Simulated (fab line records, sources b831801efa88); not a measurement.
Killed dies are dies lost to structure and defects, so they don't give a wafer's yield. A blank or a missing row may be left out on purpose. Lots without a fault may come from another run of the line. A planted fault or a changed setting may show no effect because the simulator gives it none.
Problem report in the 8D (eight disciplines) form, filled by code | flow gf180mcu | the parts of the form that need people (team, actions taken, sign-off) are left out

1. THE PROBLEM
CONTACT_W_RS at GF_CONTACT_RS_MEAS_25 reads a mean of 0.214 ohm/sq on 3 wafers of 2 lots; wafers without a fault read 0.385 ohm/sq with a standard deviation of 0.004. That is -43 standard deviations from the usual mean.
The step: measures by four-point-probe.
First seen on wafer L209.3, day 21 02:34, on film_metro-03. The record holds 33 wafers of 11 lots with a number at this step. Rule for "out", or "out of limits": more than 4 standard deviations from the usual mean. The other wafers with a number count as sound.

2. WHAT IT IS AND WHAT IT IS NOT
question                    | is                           | is not
which readings at this step | CONTACT_W_RS                 | -
which lots                  | L209, L211                   | L196, L199, L202, L207, L210, L212, L214, L215, L217
which wafers of those lots  | L209.3, L211.2, L211.4       | L209.1, L209.4, L211.5
read on which gauges        | film_metro-01, film_metro-03 | film_metro-04
when                        | from day 21 02:34            | up to then (14 sound wafers); but 16 sound wafers of L210, L211, L212, L214, L215, L217 came after

3. SUSPECTS, AND WHAT RULES EACH OUT
Counting: a tool at a process step up to the reading stays a suspect if it ran every lot that is out. Sound lots after the first of them don't rule it out here, since some wafers of a struck lot are sound.
- the gauge at GF_CONTACT_RS_MEAS_25: ruled out. The wafers that are out were read on 2 gauges (film_metro-01, film_metro-03).
- cvd_w-02 at GF_CONTACT_CVD_24 (deposits W, target thk 300 nm, time 90.339 s): kept. It ran every lot that is out, first L209 (day 21 02:28); its last sound lot up to then is L207 (day 20 08:31).
- Within cvd_w-02 at GF_CONTACT_CVD_24: the wafers that are out ran in chamber 0; their sound lot-mates ran in chamber 1.
Left after counting: cvd_w-02 at GF_CONTACT_CVD_24.

4. THE CAUSE (what the simulator had put in)
Process parameter drift: cvd_w-02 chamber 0, from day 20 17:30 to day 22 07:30, at GF_CONTACT_CVD_24. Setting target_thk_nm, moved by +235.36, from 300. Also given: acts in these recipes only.
Counting left only this tool.

5. THE CHAIN OF EFFECTS, in route order
Each row: a reading whose mean over the struck wafers that have a number lies more than 3 standard deviations from the usual. Only readings for which the record gives a usual standard deviation are gone through. hours: the time from each lot's start at the first step in this table that gives one to its start at this step, as a median over the lots. sigmas: the change in usual standard deviations.
hours | step                   | reading            | usual        | on struck wafers | change | sigmas
0     | GF_CONTACT_RS_MEAS_25  | CONTACT_W_RS       | 0.385 ohm/sq | 0.214            | -0.171 | -43
0     | GF_CONTACT_THK_MEAS_26 | CONTACT_W_THK      | 294 nm       | 527              | +233   | +42
0     | GF_CONTACT_CMP_27      | time_to_endpoint_s | 71 s         | 125              | +54    | +18
The process steps in it:
- GF_CONTACT_CMP_27: polishes, stops on SiO2, t overpolish 15 s, target thk 0 nm.

6. WHAT WOULD HAVE CAUGHT IT SOONER
In this record the first reading out of limits at a measuring or inspecting step was taken at day 21 02:34, 9 hours after the fault began at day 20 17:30.
Of the tool readings at GF_CONTACT_CVD_24 for which the record gives a usual standard deviation, none was out on any struck wafer, so an alarm limit of 4 standard deviations on them would not have fired.
Of the lots that are out (2), L211 began GF_CONTACT_CVD_24 on cvd_w-02 after day 21 02:34. A hold on the tool at that time would have spared it.
